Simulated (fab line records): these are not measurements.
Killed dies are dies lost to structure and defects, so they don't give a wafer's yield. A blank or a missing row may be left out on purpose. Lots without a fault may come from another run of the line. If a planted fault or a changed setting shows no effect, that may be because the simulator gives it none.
Which tool is to blame? :: flow gf180mcu :: route of 602 steps, sampled at 1 step: 7 lots, 21 wafers

WHAT THE GAUGES READ, wafer by wafer
GF_DUAL_GATE_THK_MEAS_03.
lot: L281
measured: day 8 12:44
on: film_metro-03
DUAL_GATE_OXIDATION_00_THK (nm): 10.87 10.80 11.09

lot: L285
measured: day 9 15:58
on: film_metro-02
DUAL_GATE_OXIDATION_00_THK (nm): 10.78 10.93 10.56

lot: L288
measured: day 10 09:48
on: film_metro-04
DUAL_GATE_OXIDATION_00_THK (nm): 10.32 10.11 10.24

lot: L293
measured: day 11 19:51
on: film_metro-04
DUAL_GATE_OXIDATION_00_THK (nm): 11.03 11.06 11.24

lot: L295
measured: day 12 08:58
on: film_metro-02
DUAL_GATE_OXIDATION_00_THK (nm): 10.90 10.87 11.12

lot: L297
measured: day 12 23:10
on: film_metro-04
DUAL_GATE_OXIDATION_00_THK (nm): 11.12 11.13 10.99

lot: L299
measured: day 13 16:14
on: film_metro-02
DUAL_GATE_OXIDATION_00_THK (nm): 10.78 10.83 10.77

EACH LOT AND THE TOOL THAT RAN IT (in order: tool; ch and the chambers of the sampled wafers; start)
The record holds no process step before these readings.

THE ANSWER, worked out from the rows above alone
Rule: usual is defined by the lots themselves. The widest of any qualifying gaps counts: lots, ordered by their means at a reading, are off when they make up no more than a third of the lots, leave a main group of 4 or more, and stand apart from it by 3 or more times the standard deviation of that group's means. Not used: any main group whose means are identical at the precision the tables above print for the reading. Also off: a lot with no number at a reading for which 4 or more lots have one. Where the step has rows for the other lots, those lots are counted as sound.
Off: L288, at GF_DUAL_GATE_THK_MEAS_03 (DUAL_GATE_OXIDATION_00_THK). Mean 10.94 nm and standard deviation 0.13 in the main group.
If a tool, at a process step before that reading, ran all the lots that are off and no sound lot after the first of them, it fits. Those tools and the gauges at GF_DUAL_GATE_THK_MEAS_03 are tried in the same way. No candidate that was tried fits.

WHAT WAS PUT IN BY THE SIMULATOR
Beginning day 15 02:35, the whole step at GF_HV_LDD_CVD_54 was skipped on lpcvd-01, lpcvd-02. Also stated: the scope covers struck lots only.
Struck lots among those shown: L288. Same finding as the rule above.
